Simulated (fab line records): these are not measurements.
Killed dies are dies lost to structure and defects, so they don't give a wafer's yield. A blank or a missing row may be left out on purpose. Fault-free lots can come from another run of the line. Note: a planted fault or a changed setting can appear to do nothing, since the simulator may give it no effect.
fab line records :: flow sky130 :: part 2 of 2: steps 28 to 37 of 37
record:
  lots: 5
  wafers: 15
  last_day: 49
route steps=708 shown VT_ADJUST_PCH@143 SONOS_TUNNEL@154 SONOS_ONO@168
lots that met no fault: taken from a fault-free run of the same line
start_h: start of the lot's first displayed wafer, in hours after the record's first day :: wait_h: hours from the lot's prior step to this one :: " as in the row above :: L1.1+2: a row that stands for several wafers :: - no value, or no start was given :: * or withheld: withheld :: < > ~ a bound
route shown NAME@n: names a module that has steps shown in the file, with the first one's number in the route :: usual: mean/standard deviation taken from wafers without a fault :: same: alike in all rows :: chamber/n: place in a boat :: sites: each site's reading :: _std_site: standard deviation of those values :: _edge_site: the outer-site mean with the inner-site mean subtracted :: radius_mm: how far each site lies from the wafer's centre :: mask NAME#n: copy n :: behind: tool/chamber where the wafer was last shaped :: hold: why the lot went on hold/how many hours it stayed there/how the hold came to an end :: device: transistor that didn't switch, given as n, p or np :: end of line: the same wafers' tests at the end of the route :: a step given without rows: its recipe and nothing more :: killed: dies that structure and defects cost at the first sort, which is not the same as the wafer's yield :: map: dies across one wafer; x = killed, . = not, _ = none there
set.NAME: the run value of the setting; set.NAME@STEP: its run value at that earlier step :: model.NAME: the simulator's own value behind a step, which no gauge read
lots at some steps of the route; a table a step, a row a wafer
services: when a tool's chamber went out of use (start_h, in hours from the record's first day, below 0 if earlier), for how many hours, and the reason
== steps ==
step: SKY_SONOS_ONO_CVD_02
recipe:
  material: Si3N4
  precursor: DCS/NH3
  target_thk_nm: 10.5
  temp_c: 770
  time_s: 180
  pressure_mtorr: 250
usual:
  zone_power_upper_pct: 14.4/1.3
lot.wafer: L074.1
tool: lpcvd-02
chamber: 1
start_h: 266.22
wait_h: 0.1
zone_power_upper_pct: 12.9

lot.wafer: L074.4
tool: lpcvd-02
chamber: 1
start_h: 266.22
wait_h: 0.1
zone_power_upper_pct: 12.6

lot.wafer: L074.5
tool: lpcvd-02
chamber: 1
start_h: 266.22
wait_h: 0.1
zone_power_upper_pct: 12.8

lot.wafer: L080.2
tool: lpcvd-02
chamber: 1
start_h: 308.24
wait_h: 1.0
zone_power_upper_pct: 12.7

lot.wafer: L080.4
tool: lpcvd-02
chamber: 1
start_h: 308.24
wait_h: 1.0
zone_power_upper_pct: 12.5

lot.wafer: L080.5
tool: lpcvd-02
chamber: 1
start_h: 308.24
wait_h: 1.0
zone_power_upper_pct: 12.9

lot.wafer: L081.1
tool: lpcvd-02
chamber: 0
start_h: 314.53
wait_h: 4.4
zone_power_upper_pct: 15.4

lot.wafer: L081.4
tool: lpcvd-02
chamber: 0
start_h: 314.53
wait_h: 4.4
zone_power_upper_pct: 15.1

lot.wafer: L081.6
tool: lpcvd-02
chamber: 0
start_h: 314.53
wait_h: 4.4
zone_power_upper_pct: 15.4

lot.wafer: L084.3
tool: lpcvd-02
chamber: 0
start_h: 343.81
wait_h: 6.6
zone_power_upper_pct: 15.3

lot.wafer: L084.5
tool: lpcvd-02
chamber: 0
start_h: 343.81
wait_h: 6.6
zone_power_upper_pct: 15.4

lot.wafer: L084.6
tool: lpcvd-02
chamber: 0
start_h: 343.81
wait_h: 6.6
zone_power_upper_pct: 15.3

lot.wafer: L086.4
tool: lpcvd-02
chamber: 1
start_h: 363.24
wait_h: 5.5
zone_power_upper_pct: 12.8

lot.wafer: L086.5
tool: lpcvd-02
chamber: 1
start_h: 363.24
wait_h: 5.5
zone_power_upper_pct: 12.7

lot.wafer: L086.6
tool: lpcvd-02
chamber: 1
start_h: 363.24
wait_h: 5.5
zone_power_upper_pct: 12.6
step: SKY_SONOS_ONO_THK_MEAS_03
recipe:
  reads: Si3N4_of_SONOS_ONO_CVD_02
usual:
  SONOS_ONO_CVD_02_THK: 10.48/0.15
lot.wafer: L074.1
tool: film_metro-04
chamber: -
start_h: 267.27
wait_h: 0.0
SONOS_ONO_CVD_02_THK[nm]: 10.69

lot.wafer: L074.4
tool: film_metro-04
chamber: -
start_h: 267.27
wait_h: 0.0
SONOS_ONO_CVD_02_THK[nm]: 10.72

lot.wafer: L074.5
tool: film_metro-04
chamber: -
start_h: 267.27
wait_h: 0.0
SONOS_ONO_CVD_02_THK[nm]: 10.52

lot.wafer: L080.2
tool: film_metro-02
chamber: -
start_h: 309.82
wait_h: 0.0
SONOS_ONO_CVD_02_THK[nm]: 10.67

lot.wafer: L080.4
tool: film_metro-02
chamber: -
start_h: 309.82
wait_h: 0.0
SONOS_ONO_CVD_02_THK[nm]: 10.64

lot.wafer: L080.5
tool: film_metro-02
chamber: -
start_h: 309.82
wait_h: 0.0
SONOS_ONO_CVD_02_THK[nm]: 10.81

lot.wafer: L081.1
tool: film_metro-02
chamber: -
start_h: 316.10
wait_h: 0.0
SONOS_ONO_CVD_02_THK[nm]: 10.56

lot.wafer: L081.4
tool: film_metro-02
chamber: -
start_h: 316.10
wait_h: 0.0
SONOS_ONO_CVD_02_THK[nm]: 10.58

lot.wafer: L081.6
tool: film_metro-02
chamber: -
start_h: 316.10
wait_h: 0.0
SONOS_ONO_CVD_02_THK[nm]: 10.58

lot.wafer: L084.3
tool: film_metro-03
chamber: -
start_h: 345.41
wait_h: 0.0
SONOS_ONO_CVD_02_THK[nm]: 10.34

lot.wafer: L084.5
tool: film_metro-03
chamber: -
start_h: 345.41
wait_h: 0.0
SONOS_ONO_CVD_02_THK[nm]: 10.25

lot.wafer: L084.6
tool: film_metro-03
chamber: -
start_h: 345.41
wait_h: 0.0
SONOS_ONO_CVD_02_THK[nm]: 10.35

lot.wafer: L086.4
tool: film_metro-04
chamber: -
start_h: 364.84
wait_h: 0.0
SONOS_ONO_CVD_02_THK[nm]: 10.60

lot.wafer: L086.5
tool: film_metro-04
chamber: -
start_h: 364.84
wait_h: 0.0
SONOS_ONO_CVD_02_THK[nm]: 10.52

lot.wafer: L086.6
tool: film_metro-04
chamber: -
start_h: 364.84
wait_h: 0.0
SONOS_ONO_CVD_02_THK[nm]: 10.54
step: SKY_SONOS_ONO_CVD_04
recipe:
  material: SiO2
  precursor: SiH4/N2O
  target_thk_nm: 5.7199
  temp_c: 900
  pressure_mtorr: 400
usual:
  zone_power_upper_pct: 17.5/0.77
lot.wafer: L074.1
tool: lpcvd-03
chamber: 1
start_h: 267.33
wait_h: 0.1
zone_power_upper_pct: 18.5

lot.wafer: L074.4
tool: lpcvd-03
chamber: 1
start_h: 267.33
wait_h: 0.1
zone_power_upper_pct: 18.1

lot.wafer: L074.5
tool: lpcvd-03
chamber: 1
start_h: 267.33
wait_h: 0.1
zone_power_upper_pct: 18.2

lot.wafer: L080.2
tool: lpcvd-03
chamber: 1
start_h: 309.87
wait_h: 0.0
zone_power_upper_pct: 18.0

lot.wafer: L080.4
tool: lpcvd-03
chamber: 1
start_h: 309.87
wait_h: 0.0
zone_power_upper_pct: 18.0

lot.wafer: L080.5
tool: lpcvd-03
chamber: 1
start_h: 309.87
wait_h: 0.0
zone_power_upper_pct: 18.1

lot.wafer: L081.1
tool: lpcvd-03
chamber: 0
start_h: 316.16
wait_h: 0.1
zone_power_upper_pct: 16.8

lot.wafer: L081.4
tool: lpcvd-03
chamber: 0
start_h: 316.16
wait_h: 0.1
zone_power_upper_pct: 16.5

lot.wafer: L081.6
tool: lpcvd-03
chamber: 0
start_h: 316.16
wait_h: 0.1
zone_power_upper_pct: 16.5

lot.wafer: L084.3
tool: lpcvd-03
chamber: 1
start_h: 345.45
wait_h: 0.0
zone_power_upper_pct: 18.2

lot.wafer: L084.5
tool: lpcvd-03
chamber: 1
start_h: 345.45
wait_h: 0.0
zone_power_upper_pct: 18.4

lot.wafer: L084.6
tool: lpcvd-03
chamber: 1
start_h: 345.45
wait_h: 0.0
zone_power_upper_pct: 18.3

lot.wafer: L086.4
tool: lpcvd-03
chamber: 1
start_h: 364.87
wait_h: 0.0
zone_power_upper_pct: 18.2

lot.wafer: L086.5
tool: lpcvd-03
chamber: 1
start_h: 364.87
wait_h: 0.0
zone_power_upper_pct: 18.4

lot.wafer: L086.6
tool: lpcvd-03
chamber: 1
start_h: 364.87
wait_h: 0.0
zone_power_upper_pct: 18.4
step: SKY_SONOS_ONO_THK_MEAS_05
recipe:
  reads: SiO2_of_SONOS_ONO_CVD_04
usual:
  SONOS_ONO_CVD_04_THK: 5.76/0.096
lot.wafer: L074.1
tool: film_metro-04
chamber: -
start_h: 268.58
wait_h: 0.0
SONOS_ONO_CVD_04_THK[nm]: 5.73

lot.wafer: L074.4
tool: film_metro-04
chamber: -
start_h: 268.58
wait_h: 0.0
SONOS_ONO_CVD_04_THK[nm]: 5.60

lot.wafer: L074.5
tool: film_metro-04
chamber: -
start_h: 268.58
wait_h: 0.0
SONOS_ONO_CVD_04_THK[nm]: 5.65

lot.wafer: L080.2
tool: film_metro-04
chamber: -
start_h: 311.13
wait_h: 0.0
SONOS_ONO_CVD_04_THK[nm]: 5.65

lot.wafer: L080.4
tool: film_metro-04
chamber: -
start_h: 311.13
wait_h: 0.0
SONOS_ONO_CVD_04_THK[nm]: 5.65

lot.wafer: L080.5
tool: film_metro-04
chamber: -
start_h: 311.13
wait_h: 0.0
SONOS_ONO_CVD_04_THK[nm]: 5.68

lot.wafer: L081.1
tool: film_metro-02
chamber: -
start_h: 317.41
wait_h: 0.0
SONOS_ONO_CVD_04_THK[nm]: 5.63

lot.wafer: L081.4
tool: film_metro-02
chamber: -
start_h: 317.41
wait_h: 0.0
SONOS_ONO_CVD_04_THK[nm]: 5.73

lot.wafer: L081.6
tool: film_metro-02
chamber: -
start_h: 317.41
wait_h: 0.0
SONOS_ONO_CVD_04_THK[nm]: 5.68

lot.wafer: L084.3
tool: film_metro-03
chamber: -
start_h: 346.72
wait_h: 0.0
SONOS_ONO_CVD_04_THK[nm]: 5.88

lot.wafer: L084.5
tool: film_metro-03
chamber: -
start_h: 346.72
wait_h: 0.0
SONOS_ONO_CVD_04_THK[nm]: 5.86

lot.wafer: L084.6
tool: film_metro-03
chamber: -
start_h: 346.72
wait_h: 0.0
SONOS_ONO_CVD_04_THK[nm]: 5.81

lot.wafer: L086.4
tool: film_metro-02
chamber: -
start_h: 366.15
wait_h: 0.0
SONOS_ONO_CVD_04_THK[nm]: 5.68

lot.wafer: L086.5
tool: film_metro-02
chamber: -
start_h: 366.15
wait_h: 0.0
SONOS_ONO_CVD_04_THK[nm]: 5.77

lot.wafer: L086.6
tool: film_metro-02
chamber: -
start_h: 366.15
wait_h: 0.0
SONOS_ONO_CVD_04_THK[nm]: 5.76
step: SKY_SONOS_ONO_DEHYDRATE_06
recipe:
  temp_c: 200
  time_s: 60
usual:
  resist_line_temp_C: 22.99/0.11
lot.wafer: L074.1
tool: litho_track-01
chamber: 0
start_h: 279.91
wait_h: 11.3
resist_line_temp_C: 22.76

lot.wafer: L074.4
tool: litho_track-01
chamber: 0
start_h: 279.91
wait_h: 11.3
resist_line_temp_C: 22.86

lot.wafer: L074.5
tool: litho_track-01
chamber: 0
start_h: 279.91
wait_h: 11.3
resist_line_temp_C: 22.88

lot.wafer: L080.2
tool: litho_track-03
chamber: 0
start_h: 323.29
wait_h: 12.2
resist_line_temp_C: 23.08

lot.wafer: L080.4
tool: litho_track-03
chamber: 0
start_h: 323.29
wait_h: 12.2
resist_line_temp_C: 23.16

lot.wafer: L080.5
tool: litho_track-03
chamber: 0
start_h: 323.29
wait_h: 12.2
resist_line_temp_C: 22.78

lot.wafer: L081.1
tool: litho_track-03
chamber: 0
start_h: 330.82
wait_h: 13.4
resist_line_temp_C: 22.88

lot.wafer: L081.4
tool: litho_track-03
chamber: 0
start_h: 330.82
wait_h: 13.4
resist_line_temp_C: 23.11

lot.wafer: L081.6
tool: litho_track-03
chamber: 0
start_h: 330.82
wait_h: 13.4
resist_line_temp_C: 22.86

lot.wafer: L084.3
tool: litho_track-01
chamber: 0
start_h: 360.06
wait_h: 13.3
resist_line_temp_C: 23.00

lot.wafer: L084.5
tool: litho_track-01
chamber: 0
start_h: 360.06
wait_h: 13.3
resist_line_temp_C: 22.97

lot.wafer: L084.6
tool: litho_track-01
chamber: 0
start_h: 360.06
wait_h: 13.3
resist_line_temp_C: 23.11

lot.wafer: L086.4
tool: litho_track-04
chamber: 0
start_h: 379.55
wait_h: 13.4
resist_line_temp_C: 22.92

lot.wafer: L086.5
tool: litho_track-04
chamber: 0
start_h: 379.55
wait_h: 13.4
resist_line_temp_C: 22.88

lot.wafer: L086.6
tool: litho_track-04
chamber: 0
start_h: 379.55
wait_h: 13.4
resist_line_temp_C: 22.97
step: SKY_SONOS_ONO_HMDS_07
recipe:
  prime_time_s: 60
  prime_temp_c: 120
usual:
  resist_line_temp_C: 23.00/0.083
lot.wafer: L074.1
tool: litho_track-01
chamber: 0
start_h: 280.06
wait_h: 0.1
resist_line_temp_C: 23.06

lot.wafer: L074.4
tool: litho_track-01
chamber: 0
start_h: 280.06
wait_h: 0.1
resist_line_temp_C: 22.99

lot.wafer: L074.5
tool: litho_track-01
chamber: 0
start_h: 280.06
wait_h: 0.1
resist_line_temp_C: 23.01

lot.wafer: L080.2
tool: litho_track-03
chamber: 0
start_h: 323.44
wait_h: 0.1
resist_line_temp_C: 22.94

lot.wafer: L080.4
tool: litho_track-03
chamber: 0
start_h: 323.44
wait_h: 0.1
resist_line_temp_C: 23.14

lot.wafer: L080.5
tool: litho_track-03
chamber: 0
start_h: 323.44
wait_h: 0.1
resist_line_temp_C: 22.99

lot.wafer: L081.1
tool: litho_track-03
chamber: 0
start_h: 330.97
wait_h: 0.1
resist_line_temp_C: 23.02

lot.wafer: L081.4
tool: litho_track-03
chamber: 0
start_h: 330.97
wait_h: 0.1
resist_line_temp_C: 23.02

lot.wafer: L081.6
tool: litho_track-03
chamber: 0
start_h: 330.97
wait_h: 0.1
resist_line_temp_C: 23.02

lot.wafer: L084.3
tool: litho_track-01
chamber: 0
start_h: 360.21
wait_h: 0.1
resist_line_temp_C: 22.96

lot.wafer: L084.5
tool: litho_track-01
chamber: 0
start_h: 360.21
wait_h: 0.1
resist_line_temp_C: 23.08

lot.wafer: L084.6
tool: litho_track-01
chamber: 0
start_h: 360.21
wait_h: 0.1
resist_line_temp_C: 22.92

lot.wafer: L086.4
tool: litho_track-04
chamber: 0
start_h: 379.70
wait_h: 0.1
resist_line_temp_C: 22.87

lot.wafer: L086.5
tool: litho_track-04
chamber: 0
start_h: 379.70
wait_h: 0.1
resist_line_temp_C: 22.95

lot.wafer: L086.6
tool: litho_track-04
chamber: 0
start_h: 379.70
wait_h: 0.1
resist_line_temp_C: 23.04
step: SKY_SONOS_ONO_COAT_08
recipe:
  resist: NOVOLAK
  spin_rpm: 3000
  resist_thk_nm: 1140
usual:
  resist_line_temp_C: 23.00/0.12
lot.wafer: L074.1
tool: litho_track-01
chamber: 0
start_h: 280.21
wait_h: 0.1
resist_line_temp_C: 22.95

lot.wafer: L074.4
tool: litho_track-01
chamber: 0
start_h: 280.21
wait_h: 0.1
resist_line_temp_C: 23.13

lot.wafer: L074.5
tool: litho_track-01
chamber: 0
start_h: 280.21
wait_h: 0.1
resist_line_temp_C: 23.03

lot.wafer: L080.2
tool: litho_track-03
chamber: 0
start_h: 323.59
wait_h: 0.1
resist_line_temp_C: 22.76

lot.wafer: L080.4
tool: litho_track-03
chamber: 0
start_h: 323.59
wait_h: 0.1
resist_line_temp_C: 23.00

lot.wafer: L080.5
tool: litho_track-03
chamber: 0
start_h: 323.59
wait_h: 0.1
resist_line_temp_C: 22.92

lot.wafer: L081.1
tool: litho_track-03
chamber: 0
start_h: 331.12
wait_h: 0.1
resist_line_temp_C: 23.03

lot.wafer: L081.4
tool: litho_track-03
chamber: 0
start_h: 331.12
wait_h: 0.1
resist_line_temp_C: 22.82

lot.wafer: L081.6
tool: litho_track-03
chamber: 0
start_h: 331.12
wait_h: 0.1
resist_line_temp_C: 23.02

lot.wafer: L084.3
tool: litho_track-01
chamber: 0
start_h: 360.36
wait_h: 0.1
resist_line_temp_C: 22.99

lot.wafer: L084.5
tool: litho_track-01
chamber: 0
start_h: 360.36
wait_h: 0.1
resist_line_temp_C: 23.00

lot.wafer: L084.6
tool: litho_track-01
chamber: 0
start_h: 360.36
wait_h: 0.1
resist_line_temp_C: 22.88

lot.wafer: L086.4
tool: litho_track-04
chamber: 0
start_h: 379.85
wait_h: 0.1
resist_line_temp_C: 23.02

lot.wafer: L086.5
tool: litho_track-04
chamber: 0
start_h: 379.85
wait_h: 0.1
resist_line_temp_C: 22.97

lot.wafer: L086.6
tool: litho_track-04
chamber: 0
start_h: 379.85
wait_h: 0.1
resist_line_temp_C: 23.04
step: SKY_SONOS_ONO_SOFTBAKE_09
recipe:
  temp_c: 90
  time_s: 60
  resist: NOVOLAK
usual:
  resist_line_temp_C: 23.01/0.099
lot.wafer: L074.1
tool: litho_track-01
chamber: 0
start_h: 280.36
wait_h: 0.1
resist_line_temp_C: 23.20

lot.wafer: L074.4
tool: litho_track-01
chamber: 0
start_h: 280.36
wait_h: 0.1
resist_line_temp_C: 23.08

lot.wafer: L074.5
tool: litho_track-01
chamber: 0
start_h: 280.36
wait_h: 0.1
resist_line_temp_C: 23.14

lot.wafer: L080.2
tool: litho_track-03
chamber: 0
start_h: 323.74
wait_h: 0.1
resist_line_temp_C: 22.89

lot.wafer: L080.4
tool: litho_track-03
chamber: 0
start_h: 323.74
wait_h: 0.1
resist_line_temp_C: 23.00

lot.wafer: L080.5
tool: litho_track-03
chamber: 0
start_h: 323.74
wait_h: 0.1
resist_line_temp_C: 22.96

lot.wafer: L081.1
tool: litho_track-03
chamber: 0
start_h: 331.27
wait_h: 0.1
resist_line_temp_C: 23.20

lot.wafer: L081.4
tool: litho_track-03
chamber: 0
start_h: 331.27
wait_h: 0.1
resist_line_temp_C: 23.07

lot.wafer: L081.6
tool: litho_track-03
chamber: 0
start_h: 331.27
wait_h: 0.1
resist_line_temp_C: 23.05

lot.wafer: L084.3
tool: litho_track-01
chamber: 0
start_h: 360.51
wait_h: 0.1
resist_line_temp_C: 23.00

lot.wafer: L084.5
tool: litho_track-01
chamber: 0
start_h: 360.51
wait_h: 0.1
resist_line_temp_C: 22.86

lot.wafer: L084.6
tool: litho_track-01
chamber: 0
start_h: 360.51
wait_h: 0.1
resist_line_temp_C: 23.15

lot.wafer: L086.4
tool: litho_track-04
chamber: 0
start_h: 380.00
wait_h: 0.1
resist_line_temp_C: 22.85

lot.wafer: L086.5
tool: litho_track-04
chamber: 0
start_h: 380.00
wait_h: 0.1
resist_line_temp_C: 22.90

lot.wafer: L086.6
tool: litho_track-04
chamber: 0
start_h: 380.00
wait_h: 0.1
resist_line_temp_C: 22.92
step: SKY_SONOS_ONO_EXPOSE_10
recipe:
  mask_id: ONOM
  target_cd_nm: 410
  na: 0.6
  source_shape: conventional
  sigma_outer: 0.6
  dose_mj: 150
usual:
  reticle_temp_C: 22.96/0.1
lot.wafer: L074.1
tool: iline_stepper-02
chamber: 0
start_h: -
wait_h: -
mask: ONOM#0
reticle_temp_C: 23.09

lot.wafer: L074.4
tool: iline_stepper-02
chamber: 0
start_h: -
wait_h: -
mask: ONOM#0
reticle_temp_C: 22.92

lot.wafer: L074.5
tool: iline_stepper-02
chamber: 0
start_h: -
wait_h: -
mask: ONOM#0
reticle_temp_C: 23.01

lot.wafer: L080.2
tool: iline_stepper-01
chamber: 0
start_h: -
wait_h: -
mask: ONOM#0
reticle_temp_C: 22.96

lot.wafer: L080.4
tool: iline_stepper-01
chamber: 0
start_h: -
wait_h: -
mask: ONOM#0
reticle_temp_C: 22.88

lot.wafer: L080.5
tool: iline_stepper-01
chamber: 0
start_h: -
wait_h: -
mask: ONOM#0
reticle_temp_C: 22.89

lot.wafer: L081.1
tool: iline_stepper-01
chamber: 0
start_h: -
wait_h: -
mask: ONOM#0
reticle_temp_C: 23.01

lot.wafer: L081.4
tool: iline_stepper-01
chamber: 0
start_h: -
wait_h: -
mask: ONOM#0
reticle_temp_C: 23.02

lot.wafer: L081.6
tool: iline_stepper-01
chamber: 0
start_h: -
wait_h: -
mask: ONOM#0
reticle_temp_C: 22.95

lot.wafer: L084.3
tool: iline_stepper-02
chamber: 0
start_h: -
wait_h: -
mask: ONOM#0
reticle_temp_C: 23.06

lot.wafer: L084.5
tool: iline_stepper-02
chamber: 0
start_h: -
wait_h: -
mask: ONOM#0
reticle_temp_C: 22.88

lot.wafer: L084.6
tool: iline_stepper-02
chamber: 0
start_h: -
wait_h: -
mask: ONOM#0
reticle_temp_C: 23.07

lot.wafer: L086.4
tool: iline_stepper-01
chamber: 0
start_h: -
wait_h: -
mask: ONOM#0
reticle_temp_C: 22.81

lot.wafer: L086.5
tool: iline_stepper-01
chamber: 0
start_h: -
wait_h: -
mask: ONOM#0
reticle_temp_C: 22.81

lot.wafer: L086.6
tool: iline_stepper-01
chamber: 0
start_h: -
wait_h: -
mask: ONOM#0
reticle_temp_C: 22.68
step: SKY_SONOS_ONO_PEB_11
recipe:
  temp_c: withheld
  time_s: *
  resist: NOVOLAK
usual:
  resist_line_temp_C: *
lot.wafer: L074.1
tool: litho_track-04
chamber: 0
start_h: -
wait_h: -
resist_line_temp_C: *

lot.wafer: L074.4
tool: litho_track-04
chamber: 0
start_h: -
wait_h: -
resist_line_temp_C: *

lot.wafer: L074.5
tool: litho_track-04
chamber: 0
start_h: -
wait_h: -
resist_line_temp_C: *

lot.wafer: L080.2
tool: litho_track-04
chamber: 0
start_h: -
wait_h: -
resist_line_temp_C: *

lot.wafer: L080.4
tool: litho_track-04
chamber: 0
start_h: -
wait_h: -
resist_line_temp_C: *

lot.wafer: L080.5
tool: litho_track-04
chamber: 0
start_h: -
wait_h: -
resist_line_temp_C: *

lot.wafer: L081.1
tool: litho_track-04
chamber: 0
start_h: -
wait_h: -
resist_line_temp_C: *

lot.wafer: L081.4
tool: litho_track-04
chamber: 0
start_h: -
wait_h: -
resist_line_temp_C: *

lot.wafer: L081.6
tool: litho_track-04
chamber: 0
start_h: -
wait_h: -
resist_line_temp_C: *

lot.wafer: L084.3
tool: litho_track-04
chamber: 0
start_h: -
wait_h: -
resist_line_temp_C: *

lot.wafer: L084.5
tool: litho_track-04
chamber: 0
start_h: -
wait_h: -
resist_line_temp_C: *

lot.wafer: L084.6
tool: litho_track-04
chamber: 0
start_h: -
wait_h: -
resist_line_temp_C: *

lot.wafer: L086.4
tool: litho_track-04
chamber: 0
start_h: -
wait_h: -
resist_line_temp_C: *

lot.wafer: L086.5
tool: litho_track-04
chamber: 0
start_h: -
wait_h: -
resist_line_temp_C: *

lot.wafer: L086.6
tool: litho_track-04
chamber: 0
start_h: -
wait_h: -
resist_line_temp_C: *
== services ==
tool: iline_stepper-02
chamber: -
start_h: 207.34
hours: 11.9
kind: repair

tool: furnace-02
chamber: -
start_h: 213.09
hours: 3.5
kind: pm

tool: implanter-02
chamber: -
start_h: 215.60
hours: 10.0
kind: repair

tool: implanter-03
chamber: -
start_h: 220.37
hours: 1.2
kind: repair

tool: iline_stepper-01
chamber: -
start_h: 222.62
hours: 2.1
kind: pm

tool: furnace-02
chamber: -
start_h: 224.57
hours: 41.5
kind: repair

tool: plasma_asher-01
chamber: -
start_h: 237.65
hours: 0.3
kind: repair

tool: implanter-03
chamber: -
start_h: 256.95
hours: 1.3
kind: repair

tool: plasma_asher-03
chamber: -
start_h: 257.08
hours: 2.8
kind: pm

tool: furnace-01
chamber: -
start_h: 270.55
hours: 4.7
kind: pm

tool: plasma_asher-02
chamber: -
start_h: 273.06
hours: 3.0
kind: repair

tool: implanter-04
chamber: -
start_h: 279.49
hours: 1.3
kind: repair

tool: implanter-04
chamber: -
start_h: 297.22
hours: 4.6
kind: pm

tool: iline_stepper-02
chamber: -
start_h: 303.59
hours: 1.7
kind: pm

tool: implanter-02
chamber: -
start_h: 306.36
hours: 21.4
kind: pm

tool: wet_bench-02
chamber: -
start_h: 315.69
hours: 4.4
kind: pm

tool: implanter-04
chamber: -
start_h: 315.84
hours: 6.4
kind: repair

tool: iline_stepper-01
chamber: -
start_h: 318.74
hours: 4.4
kind: pm

tool: plasma_asher-02
chamber: -
start_h: 325.00
hours: 4.0
kind: repair

tool: iline_stepper-01
chamber: -
start_h: 340.01
hours: 1.7
kind: pm

tool: implanter-02
chamber: -
start_h: 353.94
hours: 1.9
kind: repair

tool: furnace-01
chamber: -
start_h: 367.97
hours: 4.0
kind: pm

tool: implanter-03
chamber: -
start_h: 370.60
hours: 4.2
kind: pm

tool: iline_stepper-01
chamber: -
start_h: 383.74
hours: 8.1
kind: repair
